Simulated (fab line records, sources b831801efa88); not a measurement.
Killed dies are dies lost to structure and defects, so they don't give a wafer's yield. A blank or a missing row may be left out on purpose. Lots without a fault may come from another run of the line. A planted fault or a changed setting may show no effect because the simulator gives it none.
fab line records | flow gf180mcu
record lots=24 wafers=72 last_day=35
route steps=602 shown M2@364 M3@410 V4@492 M5@533 PASSIVATION@590
lots that met no fault: from a run of the same line without faults
start_h: hours from the record's first day to the start of the lot's first wafer shown | wait_h: hours since the lot's step before | " the same as in the row above | L1.1+2: a row that stands for several wafers | - no value, or no start given | * or withheld: withheld | < > ~ a bound
route shown NAME@n: a module of which the file shows steps, and the number in the route of the first | usual: mean/standard deviation of fault-free wafers | same: alike in all rows | chamber/n: place in a boat | sites: the reading at each site | _std_site: their standard deviation | _edge_site: outer sites' mean less inner sites' | radius_mm: how far each site lies from the wafer's centre | mask NAME#n: copy n | behind: the tool/chamber that last shaped the wafer | hold: why the lot was held/for how many hours/how that ended | device: the transistor (n, p or np) that didn't switch | end of line: the same wafers' tests at the end of the route | a step without rows: its recipe alone | killed: dies lost to structure and defects at the first sort, not the wafer's yield | map: a wafer's dies, x killed, . not, _ none there
set.NAME: the setting as run; set.NAME@STEP: as run at that earlier step | model.NAME: the simulator's own value behind a step, which no gauge read
steps of the route over a sample of lots; a table a step, a row a wafer
services: from which hour (start_h, from the record's first day; less than 0 if before it) a tool's chamber was out of use, for how many hours, and why
## steps
# step GF_M2_SPUTTER_02
# recipe material=AlCu target_thk_nm=450 power_w=10600 time_s=23.45 chamber_pressure_pa=0.4
# usual throttle_valve_pct=29.9/0.76
# columns lot.wafer tool chamber start_h wait_h throttle_valve_pct
L074.2 pvd_sputter-01 - 438.11 0.0 30.1
L074.3 " - " " 30.2
L074.4 " - " " 28.8
L075.4 pvd_sputter-04 - 447.60 0.0 29.2
L075.5 " - " " 30.0
L075.6 " - " " 29.4
L076.1 pvd_sputter-01 - 451.46 0.0 30.2
L076.2 " - " " 30.4
L076.3 " - " " 31.0
L077.1 pvd_sputter-02 - 467.43 0.0 29.7
L077.2 " - " " 29.4
L077.4 " - " " 30.0
L078.2 pvd_sputter-04 - 480.21 0.0 27.7
L078.4 " - " " 29.3
L078.6 " - " " 30.1
L079.1 pvd_sputter-01 - 487.76 0.0 28.7
L079.3 " - " " 30.4
L079.4 " - " " 30.3
L080.1 pvd_sputter-02 - 488.21 0.0 29.7
L080.2 " - " " 30.7
L080.5 " - " " 30.5
L081.1 pvd_sputter-04 - 504.56 0.0 27.8
L081.5 " - " " 29.0
L081.6 " - " " 30.1
L082.2 pvd_sputter-02 - 504.91 0.0 29.9
L082.5 " - " " 30.4
L082.6 " - " " 30.4
L083.2 pvd_sputter-04 - 518.51 0.0 30.0
L083.4 " - " " 27.6
L083.5 " - " " 29.8
L084.2 pvd_sputter-01 - 525.33 0.0 30.9
L084.4 " - " " 29.1
L084.5 " - " " 30.8
L085.2 pvd_sputter-02 - 535.50 0.0 30.3
L085.3 " - " " 29.5
L085.6 " - " " 30.2
L086.2 pvd_sputter-02 - 537.95 0.0 30.1
L086.4 " - " " 30.2
L086.6 " - " " 30.0
L087.1 pvd_sputter-01 - 546.11 0.0 28.9
L087.3 " - " " 30.3
L087.4 " - " " 31.1
L088.1 pvd_sputter-02 - 552.86 0.0 29.7
L088.3 " - " " 30.2
L088.4 " - " " 30.3
L089.1 pvd_sputter-01 - 564.23 0.0 30.4
L089.2 " - " " 31.1
L089.5 " - " " 31.1
L090.4 pvd_sputter-01 - 568.61 0.0 30.1
L090.5 " - " " 29.2
L090.6 " - " " 30.5
L091.1 pvd_sputter-02 - 576.56 0.0 30.1
L091.3 " - " " 30.1
L091.6 " - " " 30.1
L092.3 pvd_sputter-01 - 581.01 0.0 30.3
L092.4 " - " " 29.1
L092.6 " - " " 30.3
L093.1 pvd_sputter-02 - 584.84 0.0 30.2
L093.3 " - " " 30.3
L093.4 " - " " 29.6
L094.1 pvd_sputter-02 - 594.04 0.0 30.2
L094.2 " - " " 30.0
L094.3 " - " " 29.4
L095.1 pvd_sputter-01 - 600.90 0.0 29.6
L095.3 " - " " 31.0
L095.6 " - " " 31.2
L096.2 pvd_sputter-02 - 608.36 0.0 30.0
L096.4 " - " " 30.0
L096.5 " - " " 30.4
L097.3 pvd_sputter-02 - 618.35 0.0 30.1
L097.5 " - " " 30.5
L097.6 " - " " 30.0
# step GF_M3_SPUTTER_01
# recipe material=TiN target_thk_nm=30 power_w=6500 time_s=25 chamber_pressure_pa=0.4
# usual throttle_valve_pct=29.7/1.1
# columns lot.wafer tool chamber start_h wait_h throttle_valve_pct
L074.2 pvd_sputter-04 - 490.62 0.1 30.5
L074.3 " - " " 27.5
L074.4 " - " " 30.1
L075.4 pvd_sputter-01 - 499.76 0.1 30.3
L075.5 " - " " 29.1
L075.6 " - " " 30.4
L076.1 pvd_sputter-01 - 504.18 0.1 30.5
L076.2 " - " " 31.0
L076.3 " - " " 30.4
L077.1 pvd_sputter-01 - 519.23 0.1 30.2
L077.2 " - " " 29.2
L077.4 " - " " 30.1
L078.2 pvd_sputter-03 - 531.13 0.1 29.7
L078.4 " - " " 29.7
L078.6 " - " " 28.8
L079.1 pvd_sputter-03 - 537.61 0.1 28.0
L079.3 " - " " 28.4
L079.4 " - " " 29.7
L080.1 pvd_sputter-03 - 538.83 0.1 27.7
L080.2 " - " " 29.8
L080.5 " - " " 28.9
L081.1 pvd_sputter-01 - 554.82 0.1 30.4
L081.5 " - " " 30.5
L081.6 " - " " 29.2
L082.2 pvd_sputter-03 - 555.00 0.1 29.6
L082.5 " - " " 27.5
L082.6 " - " " 29.0
L083.2 pvd_sputter-01 - 567.90 0.1 29.0
L083.4 " - " " 31.1
L083.5 " - " " 29.1
L084.2 pvd_sputter-01 - 572.81 0.1 30.9
L084.4 " - " " 30.6
L084.5 " - " " 31.2
L085.2 pvd_sputter-01 - 581.28 0.1 30.5
L085.3 " - " " 31.0
L085.6 " - " " 30.2
L086.2 pvd_sputter-01 - 583.33 0.1 30.3
L086.4 " - " " 31.2
L086.6 " - " " 30.9
L087.1 pvd_sputter-01 - 591.99 0.1 29.3
L087.3 " - " " 30.2
L087.4 " - " " 30.6
L088.1 pvd_sputter-03 - 597.11 0.1 27.4
L088.3 " - " " 28.8
L088.4 " - " " 31.5
L089.1 pvd_sputter-01 - 607.44 0.1 30.3
L089.2 " - " " 30.2
L089.5 " - " " 30.9
L090.4 pvd_sputter-01 - 613.34 0.0 30.8
L090.5 " - " " 30.2
L090.6 " - " " 30.5
L091.1 pvd_sputter-03 - 621.77 0.1 28.8
L091.3 " - " " 27.5
L091.6 " - " " 31.6
L092.3 pvd_sputter-03 - 626.47 0.1 31.6
L092.4 " - " " 27.4
L092.6 " - " " 31.9
L093.1 pvd_sputter-01 - 629.51 0.1 30.2
L093.3 " - " " 30.9
L093.4 " - " " 30.3
L094.1 pvd_sputter-01 - 638.86 0.1 30.2
L094.2 " - " " 29.1
L094.3 " - " " 30.8
L095.1 pvd_sputter-03 - 645.18 0.1 28.6
L095.3 " - " " 27.6
L095.6 " - " " 27.6
L096.2 pvd_sputter-04 - 652.31 0.1 27.8
L096.4 " - " " 30.1
L096.5 " - " " 30.2
L097.3 pvd_sputter-03 - 662.57 0.1 28.5
L097.5 " - " " 28.5
L097.6 " - " " 27.6
# step GF_M3_RS_MEAS_05
# recipe thk_meas_gauge=four-point-probe reads=TiN_of_M3_SPUTTER_04+Ti_of_M3_SPUTTER_03+AlCu_of_M3_SPUTTER_02+TiN_of_M3_SPUTTER_01+Ti_of_M3_SPUTTER_00
# usual M3_ALCU_RS=0.0694/0.00077
# columns lot.wafer tool chamber start_h wait_h M3_ALCU_RS[ohm/sq]
L074.2 film_metro-01 - 490.76 0.0 0.0699
L074.3 " - " " 0.0688
L074.4 " - " " 0.0692
L075.4 film_metro-01 - 502.05 0.1 0.0692
L075.5 " - " " 0.0700
L075.6 " - " " 0.0694
L076.1 film_metro-01 - 504.32 0.0 0.0703
L076.2 " - " " 0.0700
L076.3 " - " " 0.0696
L077.1 film_metro-04 - 519.35 0.0 0.0706
L077.2 " - " " 0.0703
L077.4 " - " " 0.0703
L078.2 film_metro-01 - 531.27 0.0 0.0688
L078.4 " - " " 0.0693
L078.6 " - " " 0.0683
L079.1 film_metro-04 - 537.79 0.1 0.0681
L079.3 " - " " 0.0681
L079.4 " - " " 0.0689
L080.1 film_metro-04 - 538.95 0.0 0.0702
L080.2 " - " " 0.0703
L080.5 " - " " 0.0702
L081.1 film_metro-04 - 554.94 0.0 0.0685
L081.5 " - " " 0.0687
L081.6 " - " " 0.0696
L082.2 film_metro-04 - 555.14 0.0 0.0698
L082.5 " - " " 0.0692
L082.6 " - " " 0.0693
L083.2 film_metro-01 - 568.04 0.0 0.0706
L083.4 " - " " 0.0699
L083.5 " - " " 0.0700
L084.2 film_metro-04 - 572.95 0.0 0.0688
L084.4 " - " " 0.0676
L084.5 " - " " 0.0692
L085.2 film_metro-01 - 581.42 0.0 0.0697
L085.3 " - " " 0.0703
L085.6 " - " " 0.0701
L086.2 film_metro-04 - 583.47 0.0 0.0699
L086.4 " - " " 0.0693
L086.6 " - " " 0.0695
L087.1 film_metro-01 - 592.11 0.0 0.0692
L087.3 " - " " 0.0693
L087.4 " - " " 0.0688
L088.1 film_metro-02 - 597.24 0.0 0.0683
L088.3 " - " " 0.0682
L088.4 " - " " 0.0680
L089.1 film_metro-02 - 607.56 0.0 0.0695
L089.2 " - " " 0.0702
L089.5 " - " " 0.0701
L090.4 film_metro-01 - 613.50 0.1 0.0698
L090.5 " - " " 0.0699
L090.6 " - " " 0.0694
L091.1 film_metro-04 - 621.89 0.0 0.0679
L091.3 " - " " 0.0681
L091.6 " - " " 0.0677
L092.3 film_metro-01 - 626.63 0.1 0.0679
L092.4 " - " " 0.0683
L092.6 " - " " 0.0681
L093.1 film_metro-01 - 629.63 0.0 0.0699
L093.3 " - " " 0.0701
L093.4 " - " " 0.0693
L094.1 film_metro-02 - 638.98 0.0 0.0699
L094.2 " - " " 0.0703
L094.3 " - " " 0.0697
L095.1 film_metro-01 - 645.30 0.0 0.0694
L095.3 " - " " 0.0692
L095.6 " - " " 0.0698
L096.2 film_metro-04 - 652.45 0.0 0.0689
L096.4 " - " " 0.0697
L096.5 " - " " 0.0697
L097.3 film_metro-01 - 662.73 0.1 0.0693
L097.5 " - " " 0.0690
L097.6 " - " " 0.0687
# step GF_V4_ETCH_16
# recipe chemistry=N2/H2 target_depth_a=withheld overetch_a=withheld time_s=withheld target=BARC ion_energy_ev=200 source_w=500 bias_w=100 pressure_mtorr=30 n2_flow_sccm=100 h2_flow_sccm=200
# usual drypump_motor_current_A=6.0/0.43 n2_flow_sccm=99.98/0.27 oes_product_au=0.855/0.0046 throttle_valve_pct=13.224/0.01
# columns lot.wafer tool chamber start_h wait_h drypump_motor_current_A n2_flow_sccm oes_product_au throttle_valve_pct
L074.2 rie_diel-01 2 584.78 0.0 6.5 100.27 0.859 13.226
L074.3 " 1 " " 6.0 99.78 0.858 13.218
L074.4 " 2 " " 6.4 100.46 0.858 13.240
L075.4 rie_diel-02 0 594.63 0.0 5.8 100.41 0.851 13.242
L075.5 " 2 " " 5.9 100.35 0.854 13.221
L075.6 " 3 " " 5.3 99.79 0.850 13.213
L076.1 rie_diel-04 3 595.66 0.0 5.8 99.31 0.857 13.226
L076.2 " 1 " " 5.9 99.90 0.859 13.241
L076.3 " 0 " " 5.2 99.37 0.860 13.231
L077.1 rie_diel-02 0 611.48 0.0 5.8 99.87 0.855 13.192
L077.2 " 1 " " 6.3 100.09 0.854 13.228
L077.4 " 3 " " 5.3 99.90 0.851 13.232
L078.2 rie_diel-01 1 621.88 0.0 6.0 100.17 0.861 13.213
L078.4 " 0 " " 5.6 99.74 0.853 13.217
L078.6 " 3 " " 6.8 100.38 0.851 13.221
L079.1 rie_diel-02 1 627.13 0.0 6.3 100.27 0.852 13.212
L079.3 " 2 " " 5.8 99.98 0.860 13.227
L079.4 " 3 " " 5.3 99.83 0.851 13.210
L080.1 rie_diel-01 1 627.17 0.0 6.0 100.04 0.860 13.220
L080.2 " 0 " " 5.5 99.89 0.858 13.199
L080.5 " 3 " " 6.8 99.91 0.864 13.234
L081.1 rie_diel-02 0 642.88 0.0 5.7 99.91 0.846 13.225
L081.5 " 0 " " 5.8 99.79 0.860 13.218
L081.6 " 3 " " 5.3 100.35 0.863 13.224
L082.2 rie_diel-01 1 643.37 0.0 6.0 99.97 0.855 13.223
L082.5 " 0 " " 5.5 100.29 0.851 13.226
L082.6 " 1 " " 6.0 99.86 0.861 13.230
L083.2 rie_diel-04 1 654.32 0.0 5.9 99.51 0.860 13.231
L083.4 " 2 " " 6.1 100.03 0.853 13.235
L083.5 " 1 " " 6.0 100.16 0.858 13.226
L084.2 rie_diel-04 3 659.38 0.0 5.8 100.32 0.851 13.208
L084.4 " 2 " " 6.1 99.98 0.853 13.199
L084.5 " 3 " " 5.8 99.88 0.854 13.244
L085.2 rie_diel-04 2 670.01 0.0 6.1 100.10 0.851 13.203
L085.3 " 1 " " 5.9 100.18 0.855 13.222
L085.6 " 3 " " 5.8 99.94 0.850 13.232
L086.2 rie_diel-01 3 670.43 0.0 6.8 100.12 0.854 13.225
L086.4 " 3 " " 6.8 99.86 0.846 13.235
L086.6 " 1 " " 6.0 99.50 0.854 13.216
L087.1 rie_diel-02 1 678.68 0.0 6.3 99.70 0.851 13.228
L087.3 " 0 " " 5.8 100.10 0.853 13.220
L087.4 " 3 " " 5.3 100.25 0.855 13.197
L088.1 rie_diel-01 0 682.27 0.0 5.5 99.55 0.852 13.228
L088.3 " 3 " " 6.8 99.85 0.857 13.220
L088.4 " 2 " " 6.4 99.91 0.863 13.217
L089.1 rie_diel-01 3 691.62 0.0 6.8 99.21 0.855 13.224
L089.2 " 1 " " 6.0 100.56 0.852 13.219
L089.5 " 0 " " 5.6 99.73 0.846 13.237
L090.4 rie_diel-04 2 698.56 0.0 6.1 100.13 0.854 13.211
L090.5 " 3 " " 5.8 99.93 0.859 13.218
L090.6 " 2 " " 6.1 100.64 0.862 13.217
L091.1 rie_diel-01 1 706.84 0.0 6.0 100.00 0.857 13.228
L091.3 " 2 " " 6.4 99.94 0.852 13.225
L091.6 " 0 " " 5.5 100.12 0.853 13.213
L092.3 rie_diel-04 3 710.53 0.0 5.7 99.51 0.854 13.232
L092.4 " 0 " " 5.2 99.99 0.848 13.235
L092.6 " 1 " " 5.9 99.91 0.854 13.228
L093.1 rie_diel-01 1 712.68 0.0 6.0 100.44 0.855 13.217
L093.3 " 0 " " 5.6 100.05 0.852 13.226
L093.4 " 1 " " 6.0 100.21 0.853 13.229
L094.1 rie_diel-04 1 720.36 0.0 5.9 100.16 0.854 13.225
L094.2 " 3 " " 5.8 100.15 0.851 13.224
L094.3 " 0 " " 5.2 100.63 0.851 13.233
L095.1 rie_diel-01 1 728.24 0.0 6.0 99.69 0.849 13.220
L095.3 " 3 " " 6.8 99.73 0.855 13.222
L095.6 " 0 " " 5.6 100.11 0.844 13.223
L096.2 rie_diel-02 1 733.37 0.0 6.4 99.66 0.848 13.230
L096.4 " 3 " " 5.3 100.03 0.852 13.240
L096.5 " 1 " " 6.3 99.85 0.862 13.230
L097.3 rie_diel-01 2 742.37 0.0 6.4 99.88 0.851 13.217
L097.5 " 0 " " 5.5 100.07 0.856 13.235
L097.6 " 1 " " 6.0 100.09 0.852 13.228
# step GF_M5_CD_MEAS_07
# recipe target_cd_nm=280
# usual cd_nm=280.3/1.3
# columns lot.wafer tool chamber start_h wait_h cd_nm
L074.2 cd_sem-01 - 629.34 0.2 280.9
L074.3 " - " " 280.6
L074.4 " - " " 281.3
L076.1 cd_sem-02 - 639.12 0.1 280.6
L076.2 " - " " 279.5
L076.3 " - " " 280.4
L075.4 cd_sem-01 - 639.12 0.1 282.0
L075.5 " - " " 282.0
L075.6 " - " " 281.6
L077.1 cd_sem-01 - 653.87 0.1 281.5
L077.2 " - " " 281.8
L077.4 " - " " 281.5
L078.2 cd_sem-01 - 664.01 0.1 281.1
L078.4 " - " " 279.7
L078.6 " - " " 280.6
L079.1 cd_sem-01 - 669.51 0.1 279.0
L079.3 " - " " 281.0
L079.4 " - " " 279.8
L080.1 cd_sem-01 - 669.86 0.1 281.0
L080.2 " - " " 280.6
L080.5 " - " " 280.2
L081.1 cd_sem-02 - 684.01 0.1 281.7
L081.5 " - " " 280.2
L081.6 " - " " 281.6
L082.2 cd_sem-02 - 684.89 0.1 282.8
L082.5 " - " " 281.9
L082.6 " - " " 281.5
L083.2 cd_sem-02 - 695.89 0.1 280.7
L083.4 " - " " 279.3
L083.5 " - " " 280.6
L084.2 cd_sem-01 - 700.59 0.1 278.5
L084.4 " - " " 278.9
L084.5 " - " " 280.2
L085.2 cd_sem-02 - 710.51 0.2 277.3
L085.3 " - " " 278.9
L085.6 " - " " 278.7
L086.2 cd_sem-01 - 711.39 0.1 279.2
L086.4 " - " " 278.4
L086.6 " - " " 279.2
L087.1 cd_sem-02 - 719.81 0.1 279.9
L087.3 " - " " 279.0
L087.4 " - " " 278.9
L088.1 cd_sem-02 - 721.42 0.1 277.6
L088.3 " - " " 278.6
L088.4 " - " " 278.7
L089.1 cd_sem-02 - 731.02 0.1 279.9
L089.2 " - " " 279.9
L089.5 " - " " 280.3
L090.4 cd_sem-01 - 737.72 0.1 279.0
L090.5 " - " " 280.2
L090.6 " - " " 278.3
L091.1 cd_sem-01 - 745.66 0.1 278.9
L091.3 " - " " 279.2
L091.6 " - " " 280.4
L092.3 cd_sem-02 - 748.00 0.1 278.6
L092.4 " - " " 277.8
L092.6 " - " " 277.4
L093.1 cd_sem-01 - 751.37 0.1 280.9
L093.3 " - " " 282.4
L093.4 " - " " 282.7
L094.1 cd_sem-02 - 757.11 0.1 281.7
L094.2 " - " " 280.8
L094.3 " - " " 280.3
L095.1 cd_sem-01 - 765.31 0.1 281.4
L095.3 " - " " 280.4
L095.6 " - " " 281.0
L096.2 cd_sem-01 - 769.94 0.1 281.4
L096.4 " - " " 281.6
L096.5 " - " " 282.1
L097.3 cd_sem-02 - 778.60 0.1 281.7
L097.5 " - " " 282.3
L097.6 " - " " 281.9
# step GF_PASSIVATION_THK_MEAS_03
# recipe reads=Si3N4_of_PASSIVATION_CVD_02
# usual PASSIVATION_CVD_02_THK=699/9.9
# columns lot.wafer tool chamber start_h wait_h PASSIVATION_CVD_02_THK[nm]
L074.2 film_metro-03 - 674.22 0.2 706
L074.3 " - " " 710
L074.4 " - " " 711
L075.4 film_metro-04 - 682.35 0.0 700
L075.5 " - " " 701
L075.6 " - " " 696
L076.1 film_metro-03 - 683.23 0.1 688
L076.2 " - " " 687
L076.3 " - " " 702
L077.1 film_metro-01 - 697.65 0.1 704
L077.2 " - " " 688
L077.4 " - " " 718
L078.2 film_metro-01 - 708.34 0.2 697
L078.4 " - " " 717
L078.6 " - " " 710
L079.1 film_metro-01 - 713.64 0.1 703
L079.3 " - " " 698
L079.4 " - " " 707
L080.1 film_metro-03 - 713.69 0.2 694
L080.2 " - " " 710
L080.5 " - " " 717
L081.1 film_metro-03 - 727.05 0.1 684
L081.5 " - " " 689
L081.6 " - " " 697
L082.2 film_metro-03 - 728.03 0.2 691
L082.5 " - " " 708
L082.6 " - " " 701
L083.2 film_metro-04 - 735.92 0.2 681
L083.4 " - " " 693
L083.5 " - " " 695
L084.2 film_metro-03 - 742.22 0.2 698
L084.4 " - " " 705
L084.5 " - " " 716
L085.2 film_metro-04 - 751.39 0.2 696
L085.3 " - " " 694
L085.6 " - " " 710
L086.2 film_metro-01 - 752.19 0.2 685
L086.4 " - " " 705
L086.6 " - " " 705
L087.1 film_metro-04 - 760.88 0.1 687
L087.3 " - " " 694
L087.4 " - " " 700
L088.1 film_metro-03 - 761.71 0.1 692
L088.3 " - " " 694
L088.4 " - " " 702
L089.1 film_metro-04 - 770.00 0.1 679
L089.2 " - " " 672
L089.5 " - " " 690
L090.4 film_metro-03 - 776.41 0.0 702
L090.5 " - " " 699
L090.6 " - " " 694
L091.1 film_metro-03 - 783.31 0.1 692
L091.3 " - " " 690
L091.6 " - " " 700
L092.3 film_metro-03 - 785.83 0.2 697
L092.4 " - " " 709
L092.6 " - " " 710
L093.1 film_metro-03 - 788.78 0.1 691
L093.3 " - " " 694
L093.4 " - " " 712
L094.1 film_metro-04 - 793.66 0.1 682
L094.2 " - " " 687
L094.3 " - " " 686
L095.1 film_metro-03 - 801.98 0.1 709
L095.3 " - " " 693
L095.6 " - " " 708
L096.2 film_metro-03 - 806.16 0.2 699
L096.4 " - " " 702
L096.5 " - " " 693
L097.3 film_metro-04 - 812.08 0.2 707
L097.5 " - " " 703
L097.6 " - " " 708
## services
# columns tool chamber start_h hours kind
rie_diel-02 1 422.15 11.2 repair
rie_diel-04 3 424.84 2.5 repair
rie_diel-04 3 435.81 56.5 repair
rie_diel-01 2 458.60 6.4 repair
pvd_sputter-04 - 469.47 1.9 repair
rie_diel-04 2 491.07 7.0 repair
rie_diel-02 3 499.90 2.4 repair
rie_diel-02 3 519.65 2.0 repair
pvd_sputter-04 - 528.36 100.4 repair
pvd_sputter-01 - 539.03 2.9 repair
pvd_sputter-01 - 593.55 0.6 repair
rie_diel-01 2 598.86 72.4 repair
pvd_sputter-03 - 602.32 6.1 repair
pvd_sputter-04 - 619.01 0.9 repair
pvd_sputter-02 - 632.31 5.7 repair
rie_diel-01 - 637.35 3.9 repair
rie_diel-04 - 650.30 2.8 pm
pvd_sputter-03 - 650.60 0.7 repair
rie_diel-04 0 655.82 4.4 repair
pvd_sputter-01 - 662.82 0.5 repair
rie_diel-01 0 663.17 4.6 repair
rie_diel-04 3 671.99 10.8 repair
pvd_sputter-01 - 697.10 1.8 repair
rie_diel-01 2 700.19 6.2 repair
## key
fault none
